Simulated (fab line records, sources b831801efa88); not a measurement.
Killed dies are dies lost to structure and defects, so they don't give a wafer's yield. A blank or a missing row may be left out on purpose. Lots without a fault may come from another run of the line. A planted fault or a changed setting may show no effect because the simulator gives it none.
Which tool did it? | flow sky130 | 14 lots, 42 wafers sampled, at 2 steps of a route of 708

WHAT THE GAUGES READ, wafer by wafer
SKY_CAPM_THK_MEAS_04: measures by xrf.
lot  | measured     | on            | CAPM_TIN_THK (nm)
L712 | day 36 12:46 | film_metro-04 | 198 198 199
L713 | day 36 14:34 | film_metro-03 | 199 195 195
L715 | day 37 13:11 | film_metro-03 | 195 201 196
L716 | day 37 22:08 | film_metro-04 | 198 198 201
L718 | day 38 20:05 | film_metro-03 | 204 201 199
L719 | day 38 20:45 | film_metro-03 | 201 202 196
L720 | day 39 04:54 | film_metro-03 | 203 197 201
L721 | day 39 18:21 | film_metro-03 | 202 199 201
L722 | day 39 20:35 | film_metro-03 | 202 203 203
L723 | day 40 05:55 | film_metro-03 | 199 198 194
L728 | day 41 20:44 | film_metro-03 | 200 193 198
L731 | day 42 03:52 | film_metro-01 | 198 202 198
L730 | day 42 04:16 | film_metro-04 | 199 199 195
L734 | day 42 23:31 | film_metro-04 | 199 201 201

WHICH TOOL RAN EACH LOT (tool, then ch and the chambers of the sampled wafers, then the start)
lot  | SKY_METAL3_SPUTTER_00
L712 | pvd_sputter-02, day 36 12:18
L713 | pvd_sputter-01, day 36 14:05
L715 | pvd_sputter-03, day 37 12:43
L716 | pvd_sputter-03, day 37 21:40
L718 | pvd_sputter-03, day 38 19:36
L719 | pvd_sputter-02, day 38 20:16
L720 | pvd_sputter-03, day 39 04:26
L721 | pvd_sputter-01, day 39 17:53
L722 | pvd_sputter-01, day 39 20:07
L723 | pvd_sputter-01, day 40 05:26
L728 | pvd_sputter-02, day 41 20:14
L731 | pvd_sputter-02, day 42 03:23
L730 | pvd_sputter-01, day 42 03:47
L734 | pvd_sputter-03, day 42 22:59
- SKY_METAL3_SPUTTER_00: material Ti, target thk 15 nm, time 10 s.

WHAT THE TOOLS THEMSELVES READ (means of the sampled wafers that have a number; where no wafer has one, the mark that the record gives instead)
SKY_METAL3_SPUTTER_00.
lot  | tool           | throttle_valve_pct (%)
L712 | pvd_sputter-02 | 29.1
L713 | pvd_sputter-01 | 30.5
L715 | pvd_sputter-03 | 29.9
L716 | pvd_sputter-03 | 29.3
L718 | pvd_sputter-03 | 29.1
L719 | pvd_sputter-02 | 29.3
L720 | pvd_sputter-03 | 29.3
L721 | pvd_sputter-01 | 30.7
L722 | pvd_sputter-01 | 29.7
L723 | pvd_sputter-01 | 29.9
L728 | pvd_sputter-02 | 29.7
L731 | pvd_sputter-02 | 29.1
L730 | pvd_sputter-01 | 30.4
L734 | pvd_sputter-03 | 29.1

THE ANSWER, worked out from the rows above alone
Rule: what is usual is taken from the lots themselves. Put in order of their means at a reading, lots are off if they are a third of the lots or fewer, leave a main group of 4 or more, and stand apart from it by a gap of 3 or more times the standard deviation of the main group's means; of several such gaps the widest counts. A main group whose means are all the same, to the digits that the tables above print for the reading, isn't used. A lot without any number at a reading at which 4 lots or more have one is off too. The other lots that the step has rows for count as sound. The gauges are gone through in route order, then the tools' own readings, and for those a lot's mean is taken as printed above. The first step at which some lot is off is used, and at that step the reading that is off furthest; a lot without a number counts as furthest.
No lot is off at any reading shown: from this, nothing can be told.

WHAT THE SIMULATOR HAD PUT IN
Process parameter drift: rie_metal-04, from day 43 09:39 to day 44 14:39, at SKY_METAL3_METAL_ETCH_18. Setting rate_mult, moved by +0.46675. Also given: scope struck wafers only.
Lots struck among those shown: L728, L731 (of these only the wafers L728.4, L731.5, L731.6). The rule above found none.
